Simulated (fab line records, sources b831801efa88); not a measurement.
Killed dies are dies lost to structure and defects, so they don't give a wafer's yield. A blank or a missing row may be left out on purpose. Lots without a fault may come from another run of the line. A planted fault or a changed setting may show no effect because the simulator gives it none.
Split-lot experiment | flow gf180mcu | 5 lots, 23 wafers read, on a route of 602 steps

THE SPLIT
At GF_HV_LDD_IMPLANT_09, the setting energy_kev was moved away from the recipe's 40 on 6 of the 23 wafers read, by -8.2% to +4.7%. The other wafers ran this setting at the recipe's value.

FROM THE SPLIT TO THE READING: what the file shows between them, 1 step
- GF_HV_LDD_STRIP_10: strips in O2/N2

THE READING
HV_LDD_TW, at GF_HV_LDD_TW_MEAS_11. Fault-free wafers of this fab line usually give 2410, standard deviation 18.

wafer  | tool, chamber at the split | energy_kev as run | against the recipe | HV_LDD_TW | against lot-mates on the recipe
L074.3 | implanter-02, 0            | 40                | recipe             | 2400      | -
L074.4 | implanter-02, 0            | 40                | recipe             | 2400      | -
L074.5 | implanter-02, 0            | 40                | recipe             | 2401      | -
L079.1 | implanter-01, 0            | 40                | recipe             | 2403      | -
L079.3 | implanter-01, 0            | 40                | recipe             | 2385      | -
L079.4 | implanter-01, 0            | 40                | recipe             | 2395      | -
L079.5 | implanter-01, 0            | 40                | recipe             | 2410      | -
L079.6 | implanter-01, 0            | 40                | recipe             | 2410      | -
L080.1 | implanter-01, 0            | 40                | recipe             | 2407      | -
L080.2 | implanter-01, 0            | 41.9              | +4.7%              | 2448      | +44
L080.3 | implanter-01, 0            | 40                | recipe             | 2402      | -
L080.5 | implanter-01, 0            | 41.9              | +4.7%              | 2443      | +39
L080.6 | implanter-01, 0            | 40                | recipe             | 2402      | -
L081.1 | implanter-04, 0            | 40                | recipe             | 2435      | -
L081.3 | implanter-04, 0            | 40                | recipe             | 2436      | -
L081.4 | implanter-04, 0            | 41.32             | +3.3%              | 2468      | +33
L081.5 | implanter-04, 0            | 40                | recipe             | 2433      | -
L081.6 | implanter-04, 0            | 41.32             | +3.3%              | 2464      | +29
L082.2 | implanter-04, 0            | 36.71             | -8.2%              | 2354      | -40
L082.3 | implanter-04, 0            | 40                | recipe             | 2395      | -
L082.4 | implanter-04, 0            | 40                | recipe             | 2397      | -
L082.5 | implanter-04, 0            | 36.71             | -8.2%              | 2344      | -50
L082.6 | implanter-04, 0            | 40                | recipe             | 2390      | -

THE FIT
A straight line over all 23 wafers: HV_LDD_TW changes by +8.46 for each +1% of energy_kev; r = +0.85; the points scatter about the line by 17.
The same after taking each lot's own level away (the mean of its wafers on the recipe; 23 wafers): +6.65 for each +1%; r = +0.95; scatter 6.9.
On that fit, the largest move of energy_kev shifts the reading by 55.
The lots' own levels span 2394.0 to 2434.7, that is 2.3 times the standard deviation above.
So the lot-to-lot level changes the slope: the two fits differ.
Check: with one of the wafers moved furthest among these (-8.2%) left out of the fit, the line predicts -59.5 for it against its lot-mates. It came out at -40 against them.

OTHER SPLITS ON THESE WAFERS
These wafers also went through other splits before the reading. Each is held against what the fit with the lots' levels taken away leaves over:
other split on the same wafers   | wafers away from the commonest value | r with HV_LDD_TW (lot level and that fit taken away)
GF_POLY_GATE_OXIDATION_16 temp_c | 10                                   | +0.03

THE WHOLE CHAIN: every reading that the file lists as answering this split, in the file's order
step                 | what it does | reading                                                         | change (the file's fit)                | r (the file's)
GF_HV_LDD_IMPLANT_09 |              | implant.drp_nm (the simulator's own value, which no gauge read) | +0.0896 nm for each +1% of the setting | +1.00
GF_HV_LDD_IMPLANT_09 |              | implant.rp_nm (the simulator's own value, which no gauge read)  | +0.211 nm for each +1% of the setting  | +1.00
GF_HV_LDD_TW_MEAS_11 |              | HV_LDD_TW                                                       | +6.61 for each +1% of the setting      | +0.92

THE FILE'S OWN FIT
HV_LDD_TW changes by +6.61 for each +1% of energy_kev, r = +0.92.
